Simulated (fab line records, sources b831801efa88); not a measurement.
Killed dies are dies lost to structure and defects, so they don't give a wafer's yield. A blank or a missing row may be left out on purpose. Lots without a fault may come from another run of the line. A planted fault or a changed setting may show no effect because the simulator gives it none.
One fault seen from 2 desks | flow sky130 | each desk has only its own numbers; what lay behind them comes last

THE METROLOGY DESK
What the gauges read, lot by lot, whatever tool the lot ran on: means of the sampled wafers that have a number. A lot is out of limits, marked OUT, if its mean lies more than 4 standard deviations from the usual mean; the brackets give that distance.
Columns: A = LOCAL_INTERCONNECT_TIN_RS at SKY_LOCAL_INTERCONNECT_RS_MEAS_01, usual 14.18 ohm/sq; B = PASSIVATION_CVD_02_THK at SKY_PASSIVATION_THK_MEAS_03, usual 537 nm
lot  | first seen here | A     | B
L353 | day 30 23:24    | 14.22 | 538
L356 | day 32 07:13    | 14.23 | 541
L355 | day 32 07:49    | 14.30 | 538
L357 | day 33 04:31    | 14.12 | 539
L360 | day 33 06:37    | 14.02 | 534
L359 | day 33 10:27    | 14.13 | 533
L361 | day 33 11:28    | 14.09 | 537
L362 | day 34 09:33    | 14.30 | 532
L368 | day 35 10:25    | 14.37 | 460 (-8.8) OUT
L372 | day 36 12:04    | 14.39 | 414 (-14) OUT
L371 | day 36 13:46    | 14.11 | 475 (-7.1) OUT
This desk's finding: out of limits on L368, L371, L372; first on L368, day 48 17:06 (PASSIVATION_CVD_02_THK at SKY_PASSIVATION_THK_MEAS_03). In limits: L353, L356, L355, L357, L360, L359, L361, L362.

THE TOOL OWNER'S DESK: pecvd-02
The tool's own readings at SKY_PASSIVATION_CVD_02 (deposits Si3N4, target thk 540 nm): means of the sampled wafers that have a number, for each lot that ran on this tool. A lot is out of limits, marked OUT, if its mean lies more than 4 standard deviations from the usual mean; the brackets give that distance.
Columns: A = heater_power_w at SKY_PASSIVATION_CVD_02, usual 715 W
lot  | first seen here | A
L355 | day 46 12:46    | 651
L359 | day 47 06:37    | 781
L362 | day 47 21:57    | 752
L368 | day 48 16:52    | 645
L372 | day 49 10:46    | 595
L371 | day 49 11:30    | 648
This desk's finding: nothing out of limits on any of the 6 lots.

PUT TOGETHER
The metrology desk could have raised an alarm at day 48 17:06, on L368, L371, L372.
The tool owner's desk saw nothing out of limits.
The tool owner's desk has L368, L371, L372 on record, within its limits.
Of the lots named, all ran SKY_PASSIVATION_CVD_02 on pecvd-02.

WHAT THE SIMULATOR HAD PUT IN
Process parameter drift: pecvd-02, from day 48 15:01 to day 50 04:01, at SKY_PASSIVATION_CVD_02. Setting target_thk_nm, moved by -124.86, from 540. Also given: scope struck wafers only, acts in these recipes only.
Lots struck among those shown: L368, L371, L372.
Hours from the fault's start to each desk's first reading out of limits: the metrology desk, 2.
